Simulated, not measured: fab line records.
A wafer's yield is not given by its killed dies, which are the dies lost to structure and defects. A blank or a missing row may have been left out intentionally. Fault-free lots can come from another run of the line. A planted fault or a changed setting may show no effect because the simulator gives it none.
Struck lot and sound lot, side by side -- flow gf180mcu -- 14 steps out of a route of 602
Sound: the wafers L670.3, L670.5, L670.6. Wafers L678.1, L678.3, L678.4 were the ones struck. Last of all comes the cause.
Order at every step that has rows: each side's tool, ch and its chambers, its first start. Under that, the readings that differ: sound wafers -- struck wafers -- difference of the means -- sigmas: that difference in standard deviations of wafers without a fault.
alike: readings whose means differ by less than 2 such deviations, and words and numbers that are the same on both sides. not compared: withheld readings, readings that some wafer has no value for, bounds like >300 that may hide the same value, and numbers for which the record gives no deviation and whose values overlap.
The two part at a step that has a row with sigmas, a row that says differs or no value, or rows on one side only. When numbers do not overlap yet have no deviation, they are printed without sigmas and do not part them. Lack of a reading on every wafer of one side parts them only where that side has two or more wafers.

GF_V3_THK_MEAS_01:
  sound on film_metro-01, day 24 09:08; struck on film_metro-02, day 26 20:07
  alike: V3_CVD_00_THK
GF_V3_CVD_02: deposits SiO2 from TEOS, target thk 850 nm, time 94.851 s.
  sound on pecvd-01 ch 0,1, day 24 09:10; struck on pecvd-01 ch 0,2, day 26 20:10
  alike: heater_power_w
GF_V3_THK_MEAS_03:
  sound on film_metro-04, day 24 09:16; struck on film_metro-04, day 26 20:14
reading,sound,struck,difference,sigmas
V3_CVD_02_THK (nm),855 860 873,835 841 843,-23,-2
GF_V3_CMP_04: polishes SiO2.
  sound on cmp-02 ch 0,1,3, day 24 09:24; struck on cmp-02 ch 0,2,3, day 26 20:18
  alike: head_pressure_psi, motor_current_A, time_to_endpoint_s
GF_V3_BOW_MEAS_05:
  sound on film_metro-02, day 24 09:38; struck on film_metro-01, day 26 20:36
  alike: V3_BOW
then, 7 steps without rows for these wafers: GF_V3_DEHYDRATE_06 (time 60 s); GF_V3_HMDS_07 (prime time 60 s); GF_V3_COAT_08; GF_V3_COAT_09 (resist thk 1019 nm); GF_V3_SOFTBAKE_10 (time 60 s); GF_V3_EXPOSE_11 (exposes mask Via3, target cd 260 nm); GF_V3_PEB_12 (peb time 90 s).
GF_V3_DEVELOP_13: develop time 60 s.
  sound on litho_track-01 ch 0, day 25 06:30; struck on litho_track-01, day 27 16:33
  no value came back on the struck wafers for chill_plate_temp_C (C), develop_time_s (s); on the sound wafers chill_plate_temp_C (C) reads 23.11 23.01 22.97
reading,sound,struck,difference,sigmas
model.KrF_of_V3_COAT_09.thk_nm (nm),1005 1006 1003,1016 1017 1018,+12,
GF_V3_CD_MEAS_14: the cd target is 260 nm.
  sound on cd_sem-01, day 25 06:38; struck on cd_sem-02, day 27 16:42
reading,sound,struck,difference,sigmas
cd_nm (nm),259.8 259.3 259.7,- - -,no value on the struck wafers,

## WHERE THEY PART
First at GF_V3_THK_MEAS_03; last, within this record, at GF_V3_CD_MEAS_14.

WHY: the cause the simulator had injected
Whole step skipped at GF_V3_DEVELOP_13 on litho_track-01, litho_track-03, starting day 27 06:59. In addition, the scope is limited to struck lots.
